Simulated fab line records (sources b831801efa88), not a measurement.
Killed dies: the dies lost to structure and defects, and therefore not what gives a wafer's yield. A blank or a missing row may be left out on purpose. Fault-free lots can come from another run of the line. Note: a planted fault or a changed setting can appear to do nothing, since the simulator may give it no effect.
Which tool did it?    flow gf180mcu    Sampling: 24 lots, 72 wafers, 6 of 602 route steps

## WHAT EACH GAUGE READ, for each wafer
GF_HV_LDD_OVL_MEAS_32. Usual: HV_LDD_02_OVL 1.1 nm, standard deviation 1.4.
lot   measured      on          HV_LDD_02_OVL (nm)  flag
L074  day 11 13:11  overlay-02  2.0 -1.1 -0.8       
L075  day 11 18:26  overlay-02  3.0 2.1 1.0         
L076  day 12 02:50  overlay-01  0.4 -0.3 0.4        
L077  day 12 14:47  overlay-02  2.6 3.6 2.6         
L078  day 12 23:14  overlay-02  1.1 1.5 2.1         
L080  day 13 17:14  overlay-02  2.7 2.1 2.9         
L079  day 13 17:24  overlay-01  2.5 4.1 2.8         
L081  day 14 03:44  overlay-01  1.3 1.2 2.0         
L082  day 14 04:30  overlay-01  0.9 0.5 -3.2        
L083  day 14 14:05  overlay-01  1.3 1.5 -0.4        
L084  day 14 21:33  overlay-02  2.7 4.8 2.8         
L085  day 15 08:14  overlay-01  1.9 1.9 1.1         
L086  day 15 10:49  overlay-01  0.4 1.1 -0.4        
L087  day 15 22:44  overlay-02  -0.7 -0.1 -0.7      
L088  day 16 00:20  overlay-01  0.5 -0.6 0.9        
L089  day 16 12:47  overlay-02  -0.1 1.7 -1.3       
L090  day 16 18:47  overlay-01  -1.7 0.4 0.5        
L091  day 16 20:59  overlay-01  1.0 0.3 1.4         
L092  day 17 06:47  overlay-02  0.6 2.6 2.1         
L093  day 17 18:42  overlay-02  1.2 1.3 2.6         
L094  day 18 00:11  overlay-02  0.6 1.3 -1.4        
L095  day 18 08:11  overlay-01  3.8 3.6 1.9         
L096  day 18 14:20  overlay-01  1.2 2.0 0.8         
L097  day 19 03:44  overlay-01  1.2 1.7 -0.3        

GF_V3_RS_MEAS_24: a four-point-probe measurement. Usual: V3_W_RS 0.329 ohm/sq, standard deviation 0.0051.
lot   measured      on             V3_W_RS (ohm/sq)   flag
L074  day 22 11:02  film_metro-02  0.323 0.322 0.325  
L075  day 22 13:04  film_metro-03  0.325 0.337 0.325  
L076  day 22 21:44  film_metro-02  0.331 0.330 0.328  
L077  day 23 17:22  film_metro-03  0.319 0.328 0.318  
L078  day 24 02:43  film_metro-04  0.340 0.332 0.333  
L080  day 24 20:20  film_metro-03  0.327 0.337 0.334  
L079  day 24 22:44  film_metro-02  0.324 0.330 0.330  
L081  day 25 10:05  film_metro-02  0.326 0.325 0.322  
L082  day 25 08:32  film_metro-03  0.330 0.335 0.332  
L083  day 25 17:22  film_metro-04  0.328 0.325 0.323  
L084  day 26 03:20  film_metro-04  0.331 0.335 0.332  
L085  day 26 10:41  film_metro-04  0.329 0.327 0.329  
L086  day 26 11:41  film_metro-03  0.333 0.325 0.334  
L087  day 26 23:01  film_metro-03  0.331 0.322 0.327  
L088  day 27 00:04  film_metro-03  0.325 0.333 0.325  
L089  day 27 10:37  film_metro-03  0.334 0.322 0.327  
L090  day 27 17:37  film_metro-03  0.325 0.333 0.330  
L091  day 27 19:26  film_metro-02  0.336 0.330 0.339  
L092  day 28 03:58  film_metro-02  0.338 0.332 0.334  
L093  day 28 14:46  film_metro-03  0.331 0.333 0.336  
L094  day 28 18:46  film_metro-03  0.328 0.324 0.333  
L095  day 29 00:54  film_metro-02  0.326 0.323 0.328  
L096  day 29 08:46  film_metro-02  0.317 0.324 0.322  
L097  day 29 17:14  film_metro-04  0.327 0.324 0.320  

GF_M4_THK_MEAS_06: measures by xrf. Usual: M4_ALCU_THK 447 nm, standard deviation 6.3.
lot   measured      on             M4_ALCU_THK (nm)  flag
L074  day 22 11:52  film_metro-03  450 454 450       
L075  day 22 13:53  film_metro-02  450 448 448       
L076  day 22 22:37  film_metro-03  449 454 452       
L077  day 23 18:12  film_metro-03  444 455 449       
L078  day 24 03:32  film_metro-02  449 443 450       
L080  day 24 21:10  film_metro-03  452 448 448       
L079  day 24 23:32  film_metro-02  453 455 454       
L081  day 25 10:54  film_metro-01  454 443 448       
L082  day 25 09:20  film_metro-03  432 435 444       
L083  day 25 18:11  film_metro-02  451 453 455       
L084  day 26 04:09  film_metro-01  453 440 450       
L085  day 26 11:30  film_metro-01  442 444 434       
L086  day 26 12:29  film_metro-01  444 451 448       
L087  day 26 23:52  film_metro-02  454 454 454       
L088  day 27 01:04  film_metro-02  452 438 448       
L089  day 27 11:26  film_metro-02  448 436 453       
L090  day 27 18:26  film_metro-02  446 439 445       
L091  day 27 20:16  film_metro-02  446 433 450       
L092  day 28 04:47  film_metro-01  434 442 435       
L093  day 28 15:34  film_metro-02  444 452 445       
L094  day 28 19:35  film_metro-01  453 448 456       
L095  day 29 01:43  film_metro-03  446 448 446       
L096  day 29 09:35  film_metro-02  437 444 443       
L097  day 29 18:04  film_metro-02  445 453 454       

GF_V4_THK_MEAS_03. Usual: V4_CVD_02_THK 848 nm, standard deviation 12.
lot   measured      on             V4_CVD_02_THK (nm)  flag
L074  day 23 11:37  film_metro-04  842 843 842         
L075  day 23 13:26  film_metro-01  831 845 840         
L076  day 23 21:53  film_metro-03  847 848 854         
L077  day 24 17:22  film_metro-01  850 854 858         
L078  day 25 01:51  film_metro-04  838 851 854         
L080  day 25 19:05  film_metro-01  860 856 865         
L079  day 25 21:25  film_metro-03  842 859 856         
L081  day 26 08:41  film_metro-03  824 830 843         
L082  day 26 07:10  film_metro-01  867 876 859         
L083  day 26 14:29  film_metro-04  837 870 849         
L084  day 26 22:52  film_metro-01  834 851 862         
L085  day 27 07:35  film_metro-01  856 854 859         
L086  day 27 08:56  film_metro-01  833 845 857         
L087  day 27 20:35  film_metro-03  844 836 838         
L088  day 27 22:37  film_metro-03  834 848 864         
L089  day 28 07:55  film_metro-03  836 847 851         
L090  day 28 14:58  film_metro-01  834 842 860         
L091  day 28 16:52  film_metro-03  836 845 820         
L092  day 29 00:38  film_metro-03  849 856 853         
L093  day 29 12:10  film_metro-01  841 853 872         
L094  day 29 14:46  film_metro-03  855 844 846         
L095  day 29 21:10  film_metro-04  852 867 864         
L096  day 30 04:47  film_metro-03  834 858 823         
L097  day 30 13:11  film_metro-03  847 824 863         

GF_TOP_METAL_CD_MEAS_14: the cd target is 440 nm. Usual: cd_nm reads 439.9 nm (standard deviation 2.5).
lot   measured      on         cd_nm (nm)         flag
L074  day 28 00:43  cd_sem-02  440.2 439.8 438.8  
L075  day 28 01:43  cd_sem-02  438.9 439.6 437.5  
L076  day 28 10:43  cd_sem-02  443.2 444.4 442.8  
L077  day 29 09:13  cd_sem-01  437.2 438.1 438.8  
L078  day 29 11:28  cd_sem-02  441.9 441.8 443.3  
L080  day 30 00:52  cd_sem-02  439.6 440.2 439.0  
L079  day 30 04:53  cd_sem-01  439.9 438.6 438.4  
L081  day 30 12:28  cd_sem-02  436.4 436.3 435.6  
L082  day 30 12:04  cd_sem-01  436.2 434.6 437.2  
L083  day 30 17:46  cd_sem-02  442.6 442.9 440.7  
L084  day 31 04:14  cd_sem-01  441.2 440.7 440.2  
L085  day 31 10:17  cd_sem-01  439.4 437.3 437.8  
L086  day 31 11:24  cd_sem-02  441.6 440.7 441.6  
L087  day 31 23:22  cd_sem-01  443.7 444.4 444.3  
L088  day 32 00:52  cd_sem-02  437.7 436.7 439.5  
L089  day 32 08:40  cd_sem-01  436.1 438.5 438.8  
L090  day 32 13:58  cd_sem-02  444.9 443.6 441.8  
L091  day 32 16:37  cd_sem-02  436.5 437.4 434.8  
L092  day 32 22:19  cd_sem-01  440.8 440.2 438.7  
L093  day 33 09:11  cd_sem-02  440.1 438.3 439.7  
L094  day 33 11:28  cd_sem-02  437.7 438.1 436.3  
L095  day 33 14:19  cd_sem-02  441.8 440.8 441.3  
L096  day 33 22:31  cd_sem-01  440.3 440.1 440.0  
L097  day 34 04:58  cd_sem-02  443.1 441.3 443.2  

## TOOL THAT RAN EACH LOT (tool first, then ch and the chambers of the sampled wafers, then the start)
lot   GF_M4_STRIP_17
L074  plasma_asher-02 ch 0,1, day 23 10:53
L075  plasma_asher-04 ch 0,1, day 23 12:38
L076  plasma_asher-03 ch 1, day 23 21:05
L077  plasma_asher-03 ch 0,1, day 24 16:37
L078  plasma_asher-04 ch 0,1, day 25 01:07
L080  plasma_asher-03 ch 0,1, day 25 18:19
L079  plasma_asher-04 ch 0, day 25 20:38
L081  plasma_asher-04 ch 0,1, day 26 07:57
L082  plasma_asher-03 ch 0,1, day 26 06:26
L083  plasma_asher-04 ch 0,1, day 26 13:44
L084  plasma_asher-03 ch 0,1, day 26 22:02
L085  plasma_asher-04 ch 0, day 27 06:50
L086  plasma_asher-02 ch 0,1, day 27 08:11
L087  plasma_asher-04 ch 0,1, day 27 19:52
L088  plasma_asher-03 ch 0,1, day 27 21:53
L089  plasma_asher-03 ch 0,1, day 28 07:10
L090  plasma_asher-02 ch 0,1, day 28 14:14
L091  plasma_asher-04 ch 0,1, day 28 16:08
L092  plasma_asher-03 ch 0,1, day 28 23:55
L093  plasma_asher-03 ch 1, day 29 11:26
L094  plasma_asher-03 ch 0,1, day 29 14:02
L095  plasma_asher-03 ch 0, day 29 20:26
L096  plasma_asher-04 ch 0,1, day 30 04:04
L097  plasma_asher-04 ch 0,1, day 30 12:26
- GF_M4_STRIP_17: strips in O2/N2.

## WHAT THE TOOLS THEMSELVES READ (means of the sampled wafers that have a number; where no wafer has one, the mark that the record gives instead)
GF_M4_STRIP_17. Usual: drypump_motor_current_A 5.7 A, standard deviation 0.38; heater_power_w 338 W, standard deviation 25; oes_product_au 0.557 a.u., standard deviation 0.0054; strip_time_to_endpoint_s 7.86 s, standard deviation 0.07.
lot   tool             drypump_motor_current_A (A)  heater_power_w (W)  oes_product_au (a.u.)  strip_time_to_endpoint_s (s)  flag
L074  plasma_asher-02  6.1                          326                 0.558                  7.85                          
L075  plasma_asher-04  5.5                          338                 0.557                  7.86                          
L076  plasma_asher-03  6.0                          364                 0.549                  7.82                          
L077  plasma_asher-03  5.6                          342                 0.557                  7.81                          
L078  plasma_asher-04  5.7                          319                 0.559                  7.81                          
L080  plasma_asher-03  5.6                          339                 0.552                  7.81                          
L079  plasma_asher-04  5.2                          349                 0.557                  7.83                          
L081  plasma_asher-04  5.8                          322                 0.554                  7.98                          
L082  plasma_asher-03  5.7                          338                 0.556                  7.85                          
L083  plasma_asher-04  5.8                          320                 0.557                  7.88                          
L084  plasma_asher-03  5.7                          344                 0.556                  7.80                          
L085  plasma_asher-04  5.2                          349                 0.564                  7.95                          
L086  plasma_asher-02  6.1                          323                 0.555                  7.90                          
L087  plasma_asher-04  5.8                          320                 0.559                  7.93                          
L088  plasma_asher-03  5.6                          334                 0.557                  7.85                          
L089  plasma_asher-03  5.6                          337                 0.563                  7.91                          
L090  plasma_asher-02  6.1                          328                 0.557                  7.80                          
L091  plasma_asher-04  5.8                          323                 0.553                  7.79                          
L092  plasma_asher-03  5.9                          347                 0.557                  7.87                          
L093  plasma_asher-03  6.0                          364                 0.558                  7.82                          
L094  plasma_asher-03  5.9                          356                 0.555                  7.88                          
L095  plasma_asher-03  5.4                          330                 0.559                  7.86                          
L096  plasma_asher-04  5.5                          333                 0.551                  7.80                          
L097  plasma_asher-04  5.5                          335                 0.557                  7.86                          

## THE ANSWER, worked out from the rows above alone
Rule: lot off if the mean of its wafers having a number is beyond 3 standard deviations from the usual mean. A lot without any number at a reading at which 4 lots or more have one is off too. Any other lot the step has rows for is counted as sound. After the gauges, taken in route order, come the tools' own readings; for these a lot's mean is taken, as printed above. At the first step where some lot is off, the reading lying furthest off is the one used; lots without a number count as furthest.
No lot is off on any of the readings shown, so nothing can be concluded from this.

## WHAT HAD BEEN PUT IN BY THE SIMULATOR
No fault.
